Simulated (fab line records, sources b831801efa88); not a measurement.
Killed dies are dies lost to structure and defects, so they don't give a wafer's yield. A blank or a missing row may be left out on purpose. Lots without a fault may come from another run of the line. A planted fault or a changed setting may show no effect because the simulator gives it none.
Which tool did it? | flow sky130 | 7 lots, 21 wafers sampled, at 1 step of a route of 708

WHAT THE GAUGES READ, wafer by wafer
SKY_POLY_GATE_CD_MEAS_13: target cd 150 nm.
lot  | measured     | on        | cd_nm (nm)
L741 | day 16 15:24 | cd_sem-01 | 152.1 153.1 152.1
L745 | day 18 05:46 | cd_sem-01 | 151.0 148.5 149.9
L751 | day 20 09:01 | cd_sem-01 | 147.5 148.6 147.9
L753 | day 21 10:27 | cd_sem-01 | 149.7 149.5 150.3
L757 | day 22 19:05 | cd_sem-01 | 150.8 151.4 150.8
L761 | day 24 01:20 | cd_sem-02 | 150.2 149.5 148.4
L763 | day 24 14:16 | cd_sem-02 | 149.4 150.3 150.6

WHICH TOOL RAN EACH LOT (tool, then ch and the chambers of the sampled wafers, then the start)
The record holds no process step before these readings.

THE ANSWER, worked out from the rows above alone
Rule: what is usual is taken from the lots themselves. Put in order of their means at a reading, lots are off if they are a third of the lots or fewer, leave a main group of 4 or more, and stand apart from it by a gap of 3 or more times the standard deviation of the main group's means; of several such gaps the widest counts. A main group whose means are all the same, to the digits that the tables above print for the reading, isn't used. A lot without any number at a reading at which 4 lots or more have one is off too. The other lots that the step has rows for count as sound.
No lot is off at any reading shown: from this, nothing can be told.

WHAT THE SIMULATOR HAD PUT IN
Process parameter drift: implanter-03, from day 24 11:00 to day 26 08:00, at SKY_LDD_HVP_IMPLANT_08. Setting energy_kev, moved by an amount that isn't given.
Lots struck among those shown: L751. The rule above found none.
